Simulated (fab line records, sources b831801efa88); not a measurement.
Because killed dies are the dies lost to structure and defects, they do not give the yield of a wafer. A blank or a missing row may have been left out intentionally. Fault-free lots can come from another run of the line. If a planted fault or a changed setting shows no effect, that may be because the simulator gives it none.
Which of the tools did it? + flow gf180mcu + 14 lots with 42 wafers sampled at 4 steps, on a route of 602 steps

WHAT THE GAUGES SHOWED, per wafer
GF_V1_THK_MEAS_25: measures by xrf.
| lot  | measured     | on            | V1_W_THK (nm) |
|------|--------------|---------------|---------------|
| L380 | day 18 02:22 | film-metro-01 | 353 348 354   |
| L381 | day 18 14:25 | film-metro-01 | 352 352 356   |
| L382 | day 18 21:44 | film-metro-02 | 357 357 356   |
| L383 | day 19 07:31 | film-metro-01 | 354 355 355   |
| L384 | day 20 05:06 | film-metro-02 | 354 355 352   |
| L385 | day 20 11:46 | film-metro-04 | 350 352 345   |
| L386 | day 21 00:10 | film-metro-01 | 356 352 355   |
| L387 | day 21 06:40 | film-metro-01 | 355 351 343   |
| L390 | day 22 00:28 | film-metro-04 | 352 347 350   |
| L391 | day 22 14:26 | film-metro-02 | 351 353 350   |
| L392 | day 22 20:10 | film-metro-01 | 347 352 352   |
| L401 | day 25 14:23 | film-metro-02 | 344 346 340   |
| L402 | day 25 19:22 | film-metro-02 | 347 344 345   |
| L403 | day 26 03:11 | film-metro-04 | 348 345 348   |

GF_M2_THK_MEAS_06: measures by xrf.
| lot  | measured     | on            | M2_ALCU_THK (nm) |
|------|--------------|---------------|------------------|
| L380 | day 18 03:04 | film-metro-03 | 459 448 462      |
| L381 | day 18 15:07 | film-metro-04 | 454 460 453      |
| L382 | day 18 22:26 | film-metro-04 | 448 450 445      |
| L383 | day 19 08:13 | film-metro-01 | 449 448 450      |
| L384 | day 20 05:48 | film-metro-01 | 448 451 441      |
| L385 | day 20 12:28 | film-metro-01 | 444 447 443      |
| L386 | day 21 00:52 | film-metro-04 | 449 456 457      |
| L387 | day 21 07:22 | film-metro-04 | 452 448 452      |
| L390 | day 22 01:11 | film-metro-03 | 456 459          |
| L391 | day 22 15:08 | film-metro-01 | 455 447 444      |
| L392 | day 22 20:54 | film-metro-01 | 452              |
| L401 | day 25 15:05 | film-metro-04 | 453 453 449      |
| L402 | day 25 21:16 | film-metro-04 | 446 453 450      |
| L403 | day 26 03:54 | film-metro-04 | 445 446 448      |

WHAT TOOL EACH LOT RAN ON (gives the tool, then ch and the chambers of the sampled wafers, and finally the start)
| lot  | GF_V1_CVD_23                  | GF_V1_CMP_26                  |
|------|-------------------------------|-------------------------------|
| L380 | cvd-w-01 ch 0,1, day 18 02:08 | cmp-01 ch 1,2, day 18 02:24   |
| L381 | cvd-w-02 ch 0,1, day 18 14:12 | cmp-01 ch 0,2,3, day 18 14:33 |
| L382 | cvd-w-02 ch 0,1, day 18 21:30 | cmp-01 ch 1,2,3, day 18 21:48 |
| L383 | cvd-w-01 ch 0,1, day 19 07:17 | cmp-02 ch 2,3, day 19 07:34   |
| L384 | cvd-w-02 ch 0,1, day 20 04:52 | cmp-01 ch 0,1,2, day 20 05:09 |
| L385 | cvd-w-02 ch 0,1, day 20 11:32 | cmp-01 ch 0,3, day 20 11:51   |
| L386 | cvd-w-01 ch 0,1, day 20 23:56 | cmp-02 ch 0,1,2, day 21 00:13 |
| L387 | cvd-w-02 ch 0,1, day 21 06:28 | cmp-01 ch 0,1,2, day 21 06:46 |
| L390 | cvd-w-01 ch 0,1, day 22 00:14 | cmp-01 ch 0,1, day 22 00:32   |
| L391 | cvd-w-02 ch 1, day 22 14:13   | cmp-02 ch 0,1,2, day 22 14:30 |
| L392 | cvd-w-01 ch 0, day 22 19:56   | cmp-01 ch 0,3, day 22 20:13   |
| L401 | cvd-w-01 ch 0,1, day 25 14:08 | cmp-02 ch 0,2,3, day 25 14:26 |
| L402 | cvd-w-02 ch 0,1, day 25 19:07 | cmp-02 ch 1,2,3, day 25 20:36 |
| L403 | cvd-w-02 ch 0,1, day 26 02:57 | cmp-02 ch 1,2, day 26 03:19   |
- GF_V1_CVD_23: deposits W, target thk 350 nm, time 105.05 s.
- GF_V1_CMP_26: polishes, stops on SiO2, t overpolish 15 s, target thk 0 nm.

AS READ BY THE TOOLS THEMSELVES (means over the sampled wafers that have a number; for cases with no such wafer, the mark the record gives instead)
GF_V1_CVD_23.
| lot  | tool     | heater-power-w (W) |
|------|----------|--------------------|
| L380 | cvd-w-01 | 818                |
| L381 | cvd-w-02 | 888                |
| L382 | cvd-w-02 | 890                |
| L383 | cvd-w-01 | 816                |
| L384 | cvd-w-02 | 880                |
| L385 | cvd-w-02 | 884                |
| L386 | cvd-w-01 | 812                |
| L387 | cvd-w-02 | 880                |
| L390 | cvd-w-01 | 814                |
| L391 | cvd-w-02 | 897                |
| L392 | cvd-w-01 | 830                |
| L401 | cvd-w-01 | 820                |
| L402 | cvd-w-02 | 881                |
| L403 | cvd-w-02 | 902                |

GF_V1_CMP_26.
| lot  | tool   | motor-current-A (A) | overpolish-run-s (s) | time-to-endpoint-s (s) |
|------|--------|---------------------|----------------------|------------------------|
| L380 | cmp-01 | 11.7                | 15.003               | 80                     |
| L381 | cmp-01 | 10.8                | 14.997               | 86                     |
| L382 | cmp-01 | 10.8                | 15.003               | 88                     |
| L383 | cmp-02 | 13.3                | 15.007               | 89                     |
| L384 | cmp-01 | 11.9                | 14.998               | 85                     |
| L385 | cmp-01 | 12.2                | 14.996               | 85                     |
| L386 | cmp-02 | 11.8                | 14.994               | 81                     |
| L387 | cmp-01 | 11.8                | 14.999               | 85                     |
| L390 | cmp-01 | 12.1                | 10.009               | 100                    |
| L391 | cmp-02 | 11.6                | 15.004               | 86                     |
| L392 | cmp-01 | 11.2                | 5.028                | 117                    |
| L401 | cmp-02 | 12.4                | 14.994               | 86                     |
| L402 | cmp-02 | 12.0                | 14.997               | 83                     |
| L403 | cmp-02 | 11.1                | 14.995               | 81                     |

THE ANSWER, worked out from the rows above alone
Rule: the usual values come from the lots themselves. The widest of any qualifying gaps counts: lots, ordered by their means at a reading, are off when they make up no more than a third of the lots, leave a main group of 4 or more, and stand apart from it by 3 or more times the standard deviation of that group's means. If all means in a main group match to the digits the tables above print for the reading, that group is not used. A lot without any number at a reading at which 4 lots or more have one is off too. The other lots that the step has rows for count as sound. The gauges are gone through in route order, then the tools' own readings, and for those a lot's mean is taken as printed above. At the first step where some lot is off, the reading lying furthest off is the one used; lots without a number count as furthest.
Off: L390, L392 (GF_V1_CMP_26, overpolish-run-s). The main group has a mean of 14.999 s with a standard deviation of 0.0041.
A tool fits if, at that step or a process step before it, it ran every lot that is off, and no sound lot after the first of them. One fits: GF_V1_CMP_26 on cmp-01. A fault onset in the window from L387 (day 21 06:46, its last sound lot) to L390 (day 22 00:32, its first lot off) fits.
The tool's own readings at GF_V1_CMP_26 bear it out: on the lots that are off they differ by more than 5 times the standard deviation of the sound lots' means. overpolish-run-s reads 7.518 s there against 14.999 s on the sound lots; time-to-endpoint-s reads 108 s there against 85 s on the sound lots.

WHAT WAS PUT IN BY THE SIMULATOR
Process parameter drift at GF_V1_CMP_26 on cmp-01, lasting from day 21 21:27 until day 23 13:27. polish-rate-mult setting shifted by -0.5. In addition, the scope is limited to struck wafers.
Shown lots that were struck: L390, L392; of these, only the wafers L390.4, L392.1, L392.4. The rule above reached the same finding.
